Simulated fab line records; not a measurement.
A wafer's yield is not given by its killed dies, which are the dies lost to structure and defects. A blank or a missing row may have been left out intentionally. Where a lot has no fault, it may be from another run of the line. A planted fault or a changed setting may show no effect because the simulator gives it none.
Which tool did it? + flow sky130 + 33 wafers from 11 lots sampled at 2 of the route's 708 steps

== WHAT THE GAUGES READ, wafer by wafer ==
SKY_POLY_GATE_CD_MEAS_22. Usual: cd nm 149.3 nm, standard deviation 1.8.
| lot  | measured     | on        | cd nm (nm)        | flag |
|------|--------------|-----------|-------------------|------|
| L360 | day 16 10:40 | cd sem-01 | 150.1 150.7 149.0 |      |
| L361 | day 16 17:45 | cd sem-02 | 147.9 147.8 149.7 |      |
| L366 | day 18 19:28 | cd sem-01 | 149.9 145.6 146.7 |      |
| L372 | day 20 18:30 | cd sem-02 | 149.3 146.8 147.7 |      |
| L373 | day 21 09:56 | cd sem-02 | 149.2 148.6 147.3 |      |
| L374 | day 21 20:04 | cd sem-02 | 151.0 150.9 152.1 |      |
| L375 | day 22 09:59 | cd sem-01 | 148.3 147.7 150.1 |      |
| L376 | day 22 12:31 | cd sem-02 | 148.8 152.2 149.9 |      |
| L380 | day 23 15:47 | cd sem-02 | 148.4 148.7 149.7 |      |
| L381 | day 23 19:22 | cd sem-02 | 150.2 151.0 154.0 |      |
| L383 | day 25 00:56 | cd sem-02 | 144.0 148.6 149.8 |      |

SKY_LDD_P_OVL_MEAS_08. Usual: for LDD_P_OVL the level is 0.6 nm and the standard deviation is 1.1.
| lot  | measured     | on         | LDD_P_OVL (nm) | flag |
|------|--------------|------------|----------------|------|
| L360 | day 18 21:08 | overlay-01 | -0.5 -0.9 -0.1 |      |
| L361 | day 19 04:49 | overlay-01 | -1.3 0.2 -1.0  |      |
| L366 | day 21 11:19 | overlay-02 | 1.2 0.8 1.5    |      |
| L372 | day 23 08:55 | overlay-01 | 0.5 2.2 1.8    |      |
| L373 | day 23 23:15 | overlay-01 | -0.1 1.8 1.1   |      |
| L374 | day 24 09:35 | overlay-01 | 1.8 0.6 0.5    |      |
| L375 | day 24 22:47 | overlay-01 | 1.6 1.7 1.2    |      |
| L376 | day 25 01:32 | overlay-02 | 1.5 -0.5 2.7   |      |
| L380 | day 26 02:33 | overlay-02 | -0.1 1.1 1.3   |      |
| L381 | day 26 06:48 | overlay-02 | 0.0 2.3 0.7    |      |
| L383 | day 27 12:40 | overlay-02 | 1.7 -1.5 1.3   |      |

== WHAT TOOL EACH LOT RAN ON (gives the tool, then ch and the chambers of the sampled wafers, and finally the start) ==
No process step before these readings appears in the record.

== AS READ BY THE TOOLS THEMSELVES (means over the sampled wafers that have a number; for cases with no such wafer, the mark the record gives instead) ==
The record holds no such reading with a usual standard deviation.

== THE ANSWER, worked out from the rows above alone ==
Rule: lot off if the mean of its wafers having a number is beyond 3 standard deviations from the usual mean. A lot without any number at a reading at which 4 lots or more have one is off too. Any other lot the step has rows for is counted as sound. Order of review: gauges by route order, followed by the tools' own readings, for which a lot's mean as printed above is used. The first step at which some lot is off is used, and at that step the reading that is off furthest; a lot without a number counts as furthest.
Nothing can be told from this: no lot is off at any reading shown.

== WHAT HAD BEEN PUT IN BY THE SIMULATOR ==
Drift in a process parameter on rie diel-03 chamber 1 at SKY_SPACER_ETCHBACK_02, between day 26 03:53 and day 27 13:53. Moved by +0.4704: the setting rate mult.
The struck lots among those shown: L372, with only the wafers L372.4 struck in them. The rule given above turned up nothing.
